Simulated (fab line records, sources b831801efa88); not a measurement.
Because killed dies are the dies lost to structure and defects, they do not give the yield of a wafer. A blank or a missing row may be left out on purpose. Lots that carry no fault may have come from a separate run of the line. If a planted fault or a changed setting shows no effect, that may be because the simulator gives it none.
Matching of chambers + flow sky130 + SKY_POLY_GATE_ETCH_15 on rieDiel-01: 4 sister chambers
The step etches BARC in N2/H2, stops on SiO2, time 118.5 s, target depth 110 nm. 17 wafers are shown with their chamber, then 8 later ones without.

## EACH WAFER AND ITS CHAMBER
| wafer  | chamber | drypumpMotorCurrentA (A) | rfFwdPowerW (W) | throttleValvePct (%) |
|--------|---------|--------------------------|-----------------|----------------------|
| L270.4 | 1       | 5.1                      | 494.0           | 13.208               |
| L270.5 | 1       | 5.1                      | 495.9           | 13.221               |
| L270.6 | 2       | 5.8                      | 496.5           | 13.212               |
| L271.1 | 2       | 5.8                      | 499.2           | 13.193               |
| L271.4 | 3       | 5.8                      | 496.0           | 13.221               |
| L271.6 | 2       | 5.8                      | 498.4           | 13.191               |
| L273.3 | 1       | 5.1                      | 495.1           | 13.212               |
| L273.4 | 0       | 5.8                      | 498.9           | 13.221               |
| L273.6 | 0       | 5.9                      | 499.9           | 13.221               |
| L275.1 | 0       | 5.8                      | 499.3           | 13.210               |
| L275.4 | 1       | 5.1                      | 494.0           | 13.208               |
| L275.6 | 3       | 5.9                      | 496.2           | 13.220               |
| L278.1 | 0       | 5.8                      | 499.2           | 13.206               |
| L278.4 | 3       | 5.9                      | 496.3           | 13.207               |
| L278.6 | 2       | 5.8                      | 497.0           | 13.200               |
| L281.3 | 1       | 5.1                      | 492.4           | 13.195               |
| L281.4 | 0       | 5.8                      | 498.6           | 13.222               |

SIGNATURES (averages over the wafers above)
| reading              | chamber 0 | chamber 1 | chamber 2 | chamber 3 | scatter within a chamber |
|----------------------|-----------|-----------|-----------|-----------|--------------------------|
| drypumpMotorCurrentA | 5.820     | 5.100     | 5.800     | 5.867     | 0.0336                   |
| rfFwdPowerW          | 499.180   | 494.280   | 497.775   | 496.167   | 0.986                    |
| throttleValvePct     | 13.21600  | 13.20880  | 13.19900  | 13.21600  | 0.00861                  |
Rule: a wafer's distance from a chamber is the root of the sum, over the readings, of the square of ((its reading less the chamber's mean) divided by the reading's scatter). If the next closest chamber is less than 2 further off than the closest, the wafer can't be placed; otherwise it belongs to the closest. How the scatter is found: for the shown wafers, subtract from each reading the mean of its chamber, square and add these, divide the total by (wafers less chambers), then take the root.

## WAFERS WHOSE CHAMBER IS MISSING
| wafer  | drypumpMotorCurrentA (A) | rfFwdPowerW (W) | throttleValvePct (%) |
|--------|--------------------------|-----------------|----------------------|
| L281.6 | 5.8                      | 493.6           | 13.204               |
| L284.4 | 5.8                      | 498.4           | 13.208               |
| L284.5 | 5.9                      | 494.4           | 13.203               |
| L284.6 | 5.9                      | 495.8           | 13.207               |
| L287.1 | 5.8                      | 494.3           | 13.214               |
| L287.6 | 5.1                      | 495.7           | 13.226               |
| L289.2 | 5.8                      | 497.8           | 13.204               |
| L289.5 | 5.8                      | 498.5           | 13.193               |

## THE CHAMBER EACH PASSED THROUGH
| wafer  | from the rows above          | in truth                   |
|--------|------------------------------|----------------------------|
| L281.6 | can't be placed: 3 or 2      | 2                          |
| L284.4 | can't be placed: 2 or 0 or 3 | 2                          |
| L284.5 | 3                            | 3                          |
| L284.6 | 3                            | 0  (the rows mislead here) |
| L287.1 | can't be placed: 3 or 2      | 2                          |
| L287.6 | 1                            | 1                          |
| L289.2 | can't be placed: 2 or 0      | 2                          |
| L289.5 | can't be placed: 2 or 0      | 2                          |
2 of 8 placed correctly. Can't be placed from these rows: 5 (the true chamber is among the candidates in 5). Placed wrongly: 1.
